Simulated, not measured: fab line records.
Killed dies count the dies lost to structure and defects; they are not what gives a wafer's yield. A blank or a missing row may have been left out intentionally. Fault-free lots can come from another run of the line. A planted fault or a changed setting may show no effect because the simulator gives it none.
fab line records	flow gf180mcu
[record] lots = 24	wafers = 72	last_day = 34
route steps=602 shown HV_LDD@214 M1@317 V1@338 M2@379 M5@535 TOP_METAL@568
lots untouched by any fault: they come from a run of this same line in which no faults occurred
start_h: start of the lot's first displayed wafer, in hours after the record's first day	wait_h: hours since the lot's step before	" repeats the value in the row above	L1.1+2: a row that stands for several wafers	- no value, or no start given	* or withheld: withheld	< > ~ a bound
route shown NAME@n: NAME is a module with steps in the file, n the number in the route of the first one	usual: mean/standard deviation of fault-free wafers	same: alike in all rows	chamber/n: place in a boat	sites: readings site by site	_std_site: their standard deviation	_edge_site: outer sites' mean less inner sites'	radius_mm: for every site, how far away it sits from the centre of the wafer	mask NAME#n: copy n	behind: the most recent tool/chamber to have shaped the wafer	hold: reason for holding the lot/hours on hold/outcome of the hold	device: whichever transistor did not switch (one of n, p or np)	end of line: the route-end tests of the same wafers	for a step that has no rows: nothing shown but its recipe	killed: count of dies lost to structure and defects at first sort (not the wafer's yield)	map: dies across one wafer; x = killed, . = not, _ = none there
set.NAME: the setting that was run; set.NAME@STEP: the one run at that earlier step	model.NAME: the simulator's own value behind a step, which no gauge read
route steps across a sampled set of lots; one table per step, one row per wafer
services: the hour from which a tool's chamber was out of use, counted from the record's first day as start_h (under 0 if before that day), plus the number of hours and why
[[steps]]
[step GF_HV_LDD_TW_MEAS_38]
[usual] HV_LDD_3_TW = 1439/8.7
lot.wafer	tool	chamber	start_h	wait_h	HV_LDD_3_TW
L074.1	film_metro-04	-	247.77	0.1	1450
L074.2	"	-	"	"	1443
L074.4	"	-	"	"	1441
L075.2	film_metro-01	-	258.08	0.1	1444
L075.3	"	-	"	"	1435
L075.4	"	-	"	"	1436
L076.1	film_metro-04	-	267.31	0.1	1445
L076.2	"	-	"	"	1442
L076.4	"	-	"	"	1434
L077.1	film_metro-02	-	274.92	0.1	1430
L077.3	"	-	"	"	1434
L077.5	"	-	"	"	1434
L078.1	film_metro-02	-	281.67	0.1	1435
L078.2	"	-	"	"	1432
L078.3	"	-	"	"	1442
L079.2	film_metro-02	-	294.78	0.1	1433
L079.4	"	-	"	"	1433
L079.5	"	-	"	"	1435
L080.3	film_metro-04	-	296.73	0.1	1448
L080.4	"	-	"	"	1453
L080.5	"	-	"	"	1451
L081.2	film_metro-04	-	308.72	0.1	1453
L081.5	"	-	"	"	1447
L081.6	"	-	"	"	1463
L082.2	film_metro-04	-	315.97	0.1	1430
L082.4	"	-	"	"	1439
L082.5	"	-	"	"	1436
L083.3	film_metro-01	-	325.08	0.1	1434
L083.5	"	-	"	"	1427
L083.6	"	-	"	"	1426
L085.1	film_metro-01	-	340.67	0.1	1437
L085.4	"	-	"	"	1433
L085.5	"	-	"	"	1422
L084.1	film_metro-01	-	342.37	0.1	1426
L084.3	"	-	"	"	1424
L084.5	"	-	"	"	1437
L086.3	film_metro-04	-	351.13	0.1	1448
L086.4	"	-	"	"	1448
L086.6	"	-	"	"	1449
L087.1	film_metro-04	-	354.37	0.1	1453
L087.2	"	-	"	"	1454
L087.4	"	-	"	"	1452
L088.1	film_metro-02	-	362.51	0.1	1424
L088.3	"	-	"	"	1427
L088.5	"	-	"	"	1428
L089.2	film_metro-04	-	376.18	0.1	1443
L089.3	"	-	"	"	1447
L089.5	"	-	"	"	1451
L090.1	film_metro-04	-	383.52	0.1	1445
L090.3	"	-	"	"	1450
L090.5	"	-	"	"	1443
L091.2	film_metro-04	-	394.87	0.1	1450
L091.5	"	-	"	"	1444
L091.6	"	-	"	"	1445
L092.1	film_metro-04	-	400.17	0.1	1441
L092.4	"	-	"	"	1436
L092.6	"	-	"	"	1447
L093.2	film_metro-02	-	404.98	0.1	1433
L093.3	"	-	"	"	1428
L093.5	"	-	"	"	1426
L094.2	film_metro-02	-	412.67	0.1	1429
L094.3	"	-	"	"	1429
L094.6	"	-	"	"	1421
L095.4	film_metro-04	-	421.10	0.1	1446
L095.5	"	-	"	"	1435
L095.6	"	-	"	"	1444
L096.2	film_metro-04	-	430.02	0.1	1446
L096.3	"	-	"	"	1441
L096.6	"	-	"	"	1446
L097.1	film_metro-02	-	440.22	0.1	1428
L097.2	"	-	"	"	1428
L097.5	"	-	"	"	1430
[step GF_M1_SPUTTER_02]
[recipe] material = AlCu	target_thk_nm = 450	power_w = 10600	time_s = 23.9	chamber_pressure_pa = 0.4
[usual] throttle_valve_pct = 29.6/1.1
lot.wafer	tool	chamber	start_h	wait_h	throttle_valve_pct
L074.1	pvd_sputter-04	-	357.24	0.0	28.9
L074.2	"	-	"	"	30.9
L074.4	"	-	"	"	27.9
L075.2	pvd_sputter-03	-	367.84	0.0	30.7
L075.3	"	-	"	"	28.9
L075.4	"	-	"	"	31.3
L076.1	pvd_sputter-02	-	378.29	0.0	28.1
L076.2	"	-	"	"	30.0
L076.4	"	-	"	"	29.4
L077.1	pvd_sputter-04	-	386.43	0.0	28.0
L077.3	"	-	"	"	29.1
L077.5	"	-	"	"	29.1
L078.1	pvd_sputter-03	-	396.78	0.0	31.5
L078.2	"	-	"	"	28.6
L078.3	"	-	"	"	30.0
L079.2	pvd_sputter-04	-	410.25	0.0	29.6
L079.4	"	-	"	"	28.2
L079.5	"	-	"	"	28.2
L080.3	pvd_sputter-04	-	412.84	0.0	27.9
L080.4	"	-	"	"	29.3
L080.5	"	-	"	"	29.3
L081.2	pvd_sputter-02	-	425.34	0.0	30.0
L081.5	"	-	"	"	28.0
L081.6	"	-	"	"	29.7
L082.2	pvd_sputter-04	-	434.36	0.0	29.5
L082.4	"	-	"	"	29.5
L082.5	"	-	"	"	30.8
L083.3	pvd_sputter-04	-	446.68	0.0	28.0
L083.5	"	-	"	"	29.1
L083.6	"	-	"	"	30.8
L085.1	pvd_sputter-02	-	463.82	0.0	30.4
L085.4	"	-	"	"	28.0
L085.5	"	-	"	"	30.0
L084.1	pvd_sputter-04	-	465.55	0.0	30.8
L084.3	"	-	"	"	28.1
L084.5	"	-	"	"	30.8
L086.3	pvd_sputter-02	-	476.04	0.0	31.3
L086.4	"	-	"	"	30.3
L086.6	"	-	"	"	29.7
L087.1	pvd_sputter-02	-	479.69	0.0	31.3
L087.2	"	-	"	"	29.5
L087.4	"	-	"	"	28.5
L088.1	pvd_sputter-02	-	486.29	0.0	28.0
L088.3	"	-	"	"	30.2
L088.5	"	-	"	"	27.9
L089.2	pvd_sputter-03	-	501.58	0.0	31.6
L089.3	"	-	"	"	30.0
L089.5	"	-	"	"	30.5
L090.1	pvd_sputter-03	-	508.53	0.0	31.8
L090.3	"	-	"	"	30.0
L090.5	"	-	"	"	31.7
L091.2	pvd_sputter-02	-	521.79	0.0	29.4
L091.5	"	-	"	"	31.5
L091.6	"	-	"	"	30.2
L092.1	pvd_sputter-04	-	527.68	0.0	29.1
L092.4	"	-	"	"	29.4
L092.6	"	-	"	"	29.3
L093.2	pvd_sputter-04	-	530.33	0.0	28.2
L093.3	"	-	"	"	29.2
L093.5	"	-	"	"	28.1
L094.2	pvd_sputter-04	-	538.68	0.0	28.1
L094.3	"	-	"	"	29.3
L094.6	"	-	"	"	29.3
L095.4	pvd_sputter-04	-	547.89	0.0	29.1
L095.5	"	-	"	"	28.0
L095.6	"	-	"	"	30.8
L096.2	pvd_sputter-02	-	555.24	0.0	29.7
L096.3	"	-	"	"	31.4
L096.6	"	-	"	"	28.0
L097.1	pvd_sputter-04	-	564.49	0.0	29.4
L097.2	"	-	"	"	28.1
L097.5	"	-	"	"	28.3
[step GF_V1_THK_MEAS_03]
[recipe] reads = SiO2_of_V1_CVD_02
[usual] V1_CVD_02_THK = 850/10
lot.wafer	tool	chamber	start_h	wait_h	V1_CVD_02_THK[nm]
L074.1	film_metro-03	-	380.43	0.0	844
L074.2	"	-	"	"	857
L074.4	"	-	"	"	863
L075.2	film_metro-01	-	391.08	0.0	840
L075.3	"	-	"	"	836
L075.4	"	-	"	"	847
L076.1	film_metro-02	-	402.60	0.0	838
L076.2	"	-	"	"	852
L076.4	"	-	"	"	867
L077.1	film_metro-01	-	410.56	0.0	837
L077.3	"	-	"	"	831
L077.5	"	-	"	"	856
L078.1	film_metro-03	-	421.41	0.0	842
L078.2	"	-	"	"	836
L078.3	"	-	"	"	849
L079.2	film_metro-03	-	434.48	0.0	851
L079.4	"	-	"	"	873
L079.5	"	-	"	"	869
L080.3	film_metro-02	-	438.24	0.1	828
L080.4	"	-	"	"	854
L080.5	"	-	"	"	842
L081.2	film_metro-02	-	451.21	0.0	839
L081.5	"	-	"	"	847
L081.6	"	-	"	"	853
L082.2	film_metro-01	-	459.63	0.0	845
L082.4	"	-	"	"	861
L082.5	"	-	"	"	852
L083.3	film_metro-02	-	471.94	0.1	835
L083.5	"	-	"	"	848
L083.6	"	-	"	"	842
L085.1	film_metro-02	-	489.54	0.0	854
L085.4	"	-	"	"	854
L085.5	"	-	"	"	852
L084.1	film_metro-02	-	490.42	0.0	840
L084.3	"	-	"	"	842
L084.5	"	-	"	"	876
L086.3	film_metro-02	-	500.79	0.1	857
L086.4	"	-	"	"	847
L086.6	"	-	"	"	848
L087.1	film_metro-01	-	504.42	0.0	839
L087.2	"	-	"	"	852
L087.4	"	-	"	"	869
L088.1	film_metro-01	-	511.07	0.0	855
L088.3	"	-	"	"	857
L088.5	"	-	"	"	863
L089.2	film_metro-01	-	526.77	0.0	845
L089.3	"	-	"	"	836
L089.5	"	-	"	"	860
L090.1	film_metro-01	-	533.26	0.0	832
L090.3	"	-	"	"	840
L090.5	"	-	"	"	849
L091.2	film_metro-02	-	545.43	0.0	835
L091.5	"	-	"	"	854
L091.6	"	-	"	"	854
L092.1	film_metro-01	-	551.60	0.0	848
L092.4	"	-	"	"	854
L092.6	"	-	"	"	868
L093.2	film_metro-03	-	554.08	0.0	868
L093.3	"	-	"	"	847
L093.5	"	-	"	"	862
L094.2	film_metro-01	-	562.10	0.0	835
L094.3	"	-	"	"	845
L094.6	"	-	"	"	851
L095.4	film_metro-02	-	571.14	0.0	865
L095.5	"	-	"	"	860
L095.6	"	-	"	"	863
L096.2	film_metro-02	-	578.49	0.0	856
L096.3	"	-	"	"	868
L096.6	"	-	"	"	864
L097.1	film_metro-01	-	586.37	0.0	831
L097.2	"	-	"	"	842
L097.5	"	-	"	"	838
[step GF_M2_STRIP_17]
[recipe] chemistry = O2/N2	power_w = 1400	pressure_mtorr = 1500	platen_temp_c = 250	o2_flow_sccm = 3000	n2_flow_sccm = 300	overash_fraction = 0.5
[usual] drypump_motor_current_A = 5.9/0.63	heater_power_w = 315/32	oes_product_au = 0.557/0.0046	platen_temp_c = 250.00/0.19	strip_time_to_endpoint_s = 7.86/0.044
lot.wafer	tool	chamber	start_h	wait_h	drypump_motor_current_A	heater_power_w	oes_product_au	platen_temp_c	rf_hours_counter_h	strip_time_to_endpoint_s
L074.1	plasma_asher-01	0	429.54	0.1	5.4	283	0.562	249.79	66	7.91
L074.2	"	1	"	"	6.4	282	0.556	250.24	66	7.88
L074.4	"	1	"	"	6.4	280	0.558	249.93	-	7.87
L075.2	plasma_asher-01	0	441.48	0.1	5.4	279	0.564	249.85	67	7.85
L075.3	"	0	"	"	5.4	282	0.556	249.64	-	7.84
L075.4	"	1	"	"	6.4	273	0.563	250.06	-	7.89
L076.1	plasma_asher-03	0	453.73	0.1	6.7	360	0.557	249.97	2	7.78
L076.2	"	1	"	"	5.2	319	0.547	250.12	2	7.73
L076.4	"	0	"	"	6.7	344	0.556	249.98	-	7.80
L077.1	plasma_asher-04	0	460.97	0.1	5.3	368	0.555	250.17	79	7.87
L077.3	"	1	"	"	6.4	343	0.551	250.00	-	7.83
L077.5	"	0	"	"	5.3	355	0.551	249.87	-	7.83
L078.1	plasma_asher-03	0	472.78	0.2	6.7	353	0.562	250.02	4	7.83
L078.2	"	1	"	"	5.2	313	0.572	249.94	4	7.91
L078.3	"	0	"	"	6.7	354	0.557	250.06	-	7.86
L079.2	plasma_asher-01	1	484.83	0.1	6.5	278	0.562	250.09	72	7.89
L079.4	"	1	"	"	6.5	280	0.558	249.93	-	7.83
L079.5	"	0	"	"	5.4	283	0.560	249.78	-	7.90
L080.3	plasma_asher-01	1	489.46	0.1	6.4	276	0.556	250.13	-	7.86
L080.4	"	0	"	"	5.4	286	0.555	249.99	-	7.86
L080.5	"	1	"	"	6.4	277	0.552	250.24	-	7.87
L081.2	plasma_asher-03	0	502.68	0.1	6.6	353	0.553	249.68	7	7.91
L081.5	"	0	"	"	6.6	356	0.556	249.98	-	7.90
L081.6	"	1	"	"	5.2	324	0.553	250.07	-	7.92
L082.2	plasma_asher-03	1	508.93	0.1	5.2	320	0.552	249.96	8	7.88
L082.4	"	1	"	"	5.2	321	0.558	249.94	-	7.80
L082.5	"	1	"	"	5.2	320	0.558	250.15	-	7.86
L083.3	plasma_asher-03	0	521.96	0.1	6.6	347	0.559	249.79	-	7.91
L083.5	"	1	"	"	5.2	319	0.567	250.44	-	7.92
L083.6	"	0	"	"	6.6	344	0.563	249.83	-	7.89
L085.1	plasma_asher-03	0	538.48	0.1	6.7	342	0.555	250.15	12	7.81
L085.4	"	0	"	"	6.6	356	0.557	250.02	-	7.82
L085.5	"	0	"	"	6.6	358	0.556	249.92	-	7.84
L084.1	plasma_asher-01	1	540.12	0.1	6.4	283	0.556	249.73	79	7.86
L084.3	"	0	"	"	5.4	282	0.556	250.19	-	7.83
L084.5	"	0	"	"	5.4	281	0.557	250.12	-	7.80
L086.3	plasma_asher-03	1	549.06	0.1	5.2	317	0.559	250.08	-	7.86
L086.4	"	0	"	"	6.7	354	0.549	249.82	-	7.89
L086.6	"	1	"	"	5.2	317	0.556	250.35	-	7.94
L087.1	plasma_asher-04	1	553.13	0.1	6.3	342	0.566	249.85	84	7.94
L087.2	"	0	"	"	5.3	364	0.562	250.05	84	7.90
L087.4	"	1	"	"	6.3	345	0.558	250.10	-	7.89
L088.1	plasma_asher-03	1	559.02	0.1	5.1	310	0.561	250.17	14	7.78
L088.3	"	1	"	"	5.2	325	0.560	249.87	-	7.83
L088.5	"	0	"	"	6.6	355	0.561	250.15	-	7.84
L089.2	plasma_asher-01	0	573.98	0.1	5.4	282	0.549	250.06	83	7.78
L089.3	"	0	"	"	5.4	282	0.549	250.08	-	7.79
L089.5	"	0	"	"	5.4	289	0.546	249.71	-	7.83
L090.1	plasma_asher-01	1	579.27	0.1	6.4	278	0.556	250.06	84	7.82
L090.3	"	1	"	"	6.4	277	0.563	250.05	-	7.87
L090.5	"	1	"	"	6.5	279	0.560	250.07	-	7.84
L091.2	plasma_asher-03	1	590.57	0.1	5.2	321	0.561	250.08	17	7.87
L091.5	"	0	"	"	6.7	359	0.554	250.15	-	7.82
L091.6	"	1	"	"	5.1	321	0.553	249.90	-	7.79
L092.1	plasma_asher-04	0	597.58	0.1	5.3	361	0.558	250.02	89	7.87
L092.4	"	0	"	"	5.3	354	0.562	249.86	-	7.91
L092.6	"	1	"	"	6.4	348	0.561	249.80	-	7.88
L093.2	plasma_asher-01	0	599.33	0.1	5.4	286	0.557	250.05	86	7.89
L093.3	"	0	"	"	5.4	286	0.557	250.30	-	7.87
L093.5	"	0	"	"	5.4	283	0.560	250.04	-	7.88
L094.2	plasma_asher-01	1	607.73	0.1	6.4	273	0.561	249.71	87	7.90
L094.3	"	0	"	"	5.4	281	0.563	249.83	-	7.94
L094.6	"	0	"	"	5.4	282	0.564	250.07	-	7.95
L095.4	plasma_asher-01	1	615.31	0.1	6.4	280	0.557	249.86	-	7.79
L095.5	"	0	"	"	5.4	279	0.552	249.70	-	7.81
L095.6	"	1	"	"	6.4	275	0.555	250.06	-	7.83
L096.2	plasma_asher-03	1	623.18	0.1	5.2	322	0.557	250.00	21	7.87
L096.3	"	1	"	"	5.2	321	0.558	250.13	-	7.86
L096.6	"	1	"	"	5.2	320	0.557	250.13	-	7.93
L097.1	plasma_asher-03	0	630.26	0.1	6.7	356	0.562	250.21	22	7.88
L097.2	"	1	"	"	5.2	319	0.556	250.16	22	7.83
L097.5	"	0	"	"	6.7	343	0.554	250.08	-	7.90
[step GF_M5_ETCH_09]
[recipe] chemistry = CF4/O2	target = Si3N4	target_depth_nm = 52	source_w = 800	bias_w = 150	pressure_mtorr = 150	cf4_flow_sccm = 80	O2_flow_sccm = 10	time_s = 11.6
[usual] drypump_motor_current_A = 5.6/0.52	oes_product_au = 1.000/0.0075	throttle_valve_pct = 5.970/0.0092
lot.wafer	tool	chamber	start_h	wait_h	drypump_motor_current_A	oes_product_au	rf_hours_counter_h	throttle_valve_pct
L074.1	rie_diel-02	2	602.06	0.0	4.8	1.010	16	5.970
L074.2	"	3	"	"	5.9	0.997	9	5.973
L074.4	"	2	"	"	4.9	1.005	-	5.958
L075.2	rie_diel-02	2	611.45	0.0	4.8	1.014	17	5.968
L075.3	"	1	"	"	5.8	1.002	3	5.962
L075.4	"	1	"	"	5.8	1.014	-	5.970
L076.1	rie_diel-04	2	622.10	0.0	4.8	0.997	12	5.951
L076.2	"	1	"	"	5.2	1.006	11	5.970
L076.4	"	3	"	"	5.7	0.999	12	5.967
L077.1	rie_diel-02	2	627.37	0.0	4.9	0.998	17	5.948
L077.3	"	3	"	"	5.9	0.996	9	5.965
L077.5	"	2	"	"	4.9	1.017	-	5.972
L078.1	rie_diel-02	2	639.40	0.0	4.8	0.998	18	5.982
L078.2	"	3	"	"	5.9	0.998	10	5.984
L078.3	"	1	"	"	5.8	0.984	4	5.965
L079.2	rie_diel-04	0	647.31	0.0	6.1	1.002	2	5.970
L079.4	"	1	"	"	5.2	0.999	11	5.968
L079.5	"	1	"	"	5.2	0.995	-	5.965
L080.3	rie_diel-04	0	650.77	0.0	6.1	0.998	2	5.995
L080.4	"	2	"	"	4.8	0.991	12	5.972
L080.5	"	1	"	"	5.2	0.998	-	5.969
L081.2	rie_diel-02	0	662.12	0.0	6.0	1.002	17	5.995
L081.5	"	3	"	"	5.9	0.985	-	5.964
L081.6	"	2	"	"	4.8	1.009	-	5.976
L082.2	rie_diel-04	2	666.92	0.0	4.8	0.998	13	5.975
L082.4	"	1	"	"	5.2	1.014	12	5.971
L082.5	"	1	"	"	5.2	0.999	-	5.971
L083.3	rie_diel-02	0	677.61	0.0	5.9	1.008	18	5.978
L083.5	"	3	"	"	5.9	0.993	-	5.963
L083.6	"	2	"	"	4.8	1.009	-	5.963
L085.1	rie_diel-03	0	691.57	0.0	5.8	1.003	12	5.972
L085.4	"	3	"	"	6.8	0.998	6	5.977
L085.5	"	2	"	"	5.6	1.006	-	5.972
L084.1	rie_diel-03	0	693.15	0.0	5.8	0.999	12	5.972
L084.3	"	1	"	"	6.0	1.003	9	5.963
L084.5	"	2	"	"	5.6	0.998	-	5.955
L086.3	rie_diel-02	2	701.80	0.0	4.8	1.009	21	5.984
L086.4	"	0	"	"	5.9	1.000	-	5.969
L086.6	"	1	"	"	5.8	0.989	-	5.965
L087.1	rie_diel-02	3	703.02	0.0	5.9	0.987	12	5.960
L087.2	"	0	"	"	5.9	1.000	19	5.967
L087.4	"	2	"	"	4.8	0.998	21	5.963
L088.1	rie_diel-04	2	708.52	0.0	4.9	0.999	14	5.968
L088.3	"	1	"	"	5.2	1.008	13	5.973
L088.5	"	2	"	"	4.9	0.990	-	5.965
L089.2	rie_diel-04	3	720.82	0.0	5.7	1.002	16	5.957
L089.3	"	2	"	"	4.8	0.991	15	5.973
L089.5	"	0	"	"	6.1	0.993	-	5.966
L090.1	rie_diel-03	0	727.31	0.0	5.8	0.999	13	5.983
L090.3	"	3	"	"	6.8	0.992	8	5.956
L090.5	"	0	"	"	5.8	1.006	-	5.986
L091.2	rie_diel-02	1	735.11	0.0	5.8	1.002	8	5.964
L091.5	"	2	"	"	4.8	1.009	-	5.969
L091.6	"	1	"	"	5.8	1.000	-	5.975
L092.1	rie_diel-02	1	740.30	0.0	5.8	1.004	8	5.970
L092.4	"	2	"	"	4.8	1.004	22	5.982
L092.6	"	3	"	"	5.9	0.995	-	5.961
L093.2	rie_diel-03	2	741.41	0.0	5.6	1.001	46	5.988
L093.3	"	0	"	"	5.8	1.004	14	5.978
L093.5	"	2	"	"	5.6	0.994	-	5.961
L094.2	rie_diel-02	2	748.07	0.0	4.9	1.010	23	5.954
L094.3	"	1	"	"	5.8	0.998	9	5.970
L094.6	"	1	"	"	5.8	0.993	-	5.971
L095.4	rie_diel-03	0	754.71	0.0	5.8	1.013	14	5.969
L095.5	"	0	"	"	5.8	1.013	-	5.963
L095.6	"	1	"	"	6.0	1.010	-	5.975
L096.2	rie_diel-04	1	761.85	0.0	5.2	1.004	16	5.983
L096.3	"	3	"	"	5.7	0.990	17	5.968
L096.6	"	2	"	"	4.8	0.999	-	5.970
L097.1	rie_diel-02	0	768.13	0.0	6.0	0.998	21	5.955
L097.2	"	2	"	"	4.8	0.996	24	5.971
L097.5	"	3	"	"	5.9	0.990	-	5.958
[step GF_TOP_METAL_SPUTTER_01]
[recipe] material = TiN	target_thk_nm = 30	power_w = 6500	time_s = 25	chamber_pressure_pa = 0.4
[usual] throttle_valve_pct = 29.7/1
lot.wafer	tool	chamber	start_h	wait_h	throttle_valve_pct
L074.1	pvd_sputter-02	-	626.18	0.1	29.5
L074.2	"	-	"	"	31.4
L074.4	"	-	"	"	30.4
L075.2	pvd_sputter-04	-	634.40	0.1	28.1
L075.3	"	-	"	"	29.0
L075.4	"	-	"	"	29.2
L076.1	pvd_sputter-01	-	644.85	0.1	31.0
L076.2	"	-	"	"	29.5
L076.4	"	-	"	"	31.0
L077.1	pvd_sputter-01	-	650.33	0.1	29.3
L077.3	"	-	"	"	30.9
L077.5	"	-	"	"	29.3
L078.1	pvd_sputter-01	-	661.25	0.1	29.1
L078.2	"	-	"	"	29.5
L078.3	"	-	"	"	30.8
L079.2	pvd_sputter-02	-	670.39	0.1	28.1
L079.4	"	-	"	"	29.6
L079.5	"	-	"	"	29.8
L080.3	pvd_sputter-01	-	673.40	0.1	29.2
L080.4	"	-	"	"	30.7
L080.5	"	-	"	"	29.3
L081.2	pvd_sputter-04	-	683.73	0.1	28.2
L081.5	"	-	"	"	29.1
L081.6	"	-	"	"	29.3
L082.2	pvd_sputter-02	-	688.28	0.1	30.3
L082.4	"	-	"	"	31.3
L082.5	"	-	"	"	29.5
L083.3	pvd_sputter-04	-	698.88	0.1	28.9
L083.5	"	-	"	"	29.4
L083.6	"	-	"	"	28.1
L085.1	pvd_sputter-04	-	712.75	0.1	30.9
L085.4	"	-	"	"	29.4
L085.5	"	-	"	"	30.7
L084.1	pvd_sputter-02	-	714.04	0.1	31.6
L084.3	"	-	"	"	29.5
L084.5	"	-	"	"	28.1
L086.3	pvd_sputter-02	-	722.77	0.1	30.0
L086.4	"	-	"	"	29.4
L086.6	"	-	"	"	29.6
L087.1	pvd_sputter-04	-	723.54	0.1	30.6
L087.2	"	-	"	"	28.1
L087.4	"	-	"	"	29.4
L088.1	pvd_sputter-04	-	729.33	0.1	29.4
L088.3	"	-	"	"	28.0
L088.5	"	-	"	"	29.1
L089.2	pvd_sputter-01	-	740.83	0.1	29.5
L089.3	"	-	"	"	30.7
L089.5	"	-	"	"	31.1
L090.1	pvd_sputter-01	-	748.16	0.1	30.8
L090.3	"	-	"	"	29.3
L090.5	"	-	"	"	30.7
L091.2	pvd_sputter-04	-	755.64	0.1	29.3
L091.5	"	-	"	"	30.7
L091.6	"	-	"	"	29.4
L092.1	pvd_sputter-04	-	760.14	0.1	29.3
L092.4	"	-	"	"	29.1
L092.6	"	-	"	"	29.2
L093.2	pvd_sputter-04	-	761.54	0.1	30.9
L093.3	"	-	"	"	29.1
L093.5	"	-	"	"	28.0
L094.2	pvd_sputter-02	-	767.28	0.1	29.4
L094.3	"	-	"	"	30.4
L094.6	"	-	"	"	30.2
L095.4	pvd_sputter-02	-	774.19	0.1	29.3
L095.5	"	-	"	"	30.1
L095.6	"	-	"	"	31.6
L096.2	pvd_sputter-04	-	781.14	0.1	29.3
L096.3	"	-	"	"	27.9
L096.6	"	-	"	"	28.0
L097.1	pvd_sputter-01	-	786.73	0.1	31.1
L097.2	"	-	"	"	29.3
L097.5	"	-	"	"	30.6
[[services]]
tool	chamber	start_h	hours	kind
pvd_sputter-02	-	333.51	23.9	repair
rie_diel-04	3	334.37	4.4	repair
rie_diel-04	1	359.38	2.3	repair
pvd_sputter-02	-	383.61	40.9	repair
pvd_sputter-02	-	391.13	2.0	repair
pvd_sputter-01	-	399.36	1.0	repair
pvd_sputter-04	-	404.37	0.5	repair
pvd_sputter-02	-	405.90	9.4	repair
plasma_asher-03	-	412.43	2.8	pm
plasma_asher-03	-	421.25	9.0	pm
rie_diel-02	3	447.95	1.8	repair
rie_diel-02	-	456.89	1.6	repair
plasma_asher-01	-	507.90	0.5	repair
rie_diel-02	-	517.07	2.8	pm
rie_diel-02	0	591.51	54.5	repair
rie_diel-02	1	595.87	7.6	repair
pvd_sputter-02	-	620.63	1.9	repair
rie_diel-02	-	652.50	0.9	repair
plasma_asher-03	-	653.94	0.3	repair
rie_diel-02	-	691.51	0.5	repair
rie_diel-02	3	695.05	7.1	repair
plasma_asher-03	-	712.98	4.5	repair
rie_diel-02	3	749.85	4.8	repair
plasma_asher-01	-	752.34	0.8	repair
[[key]]
fault none
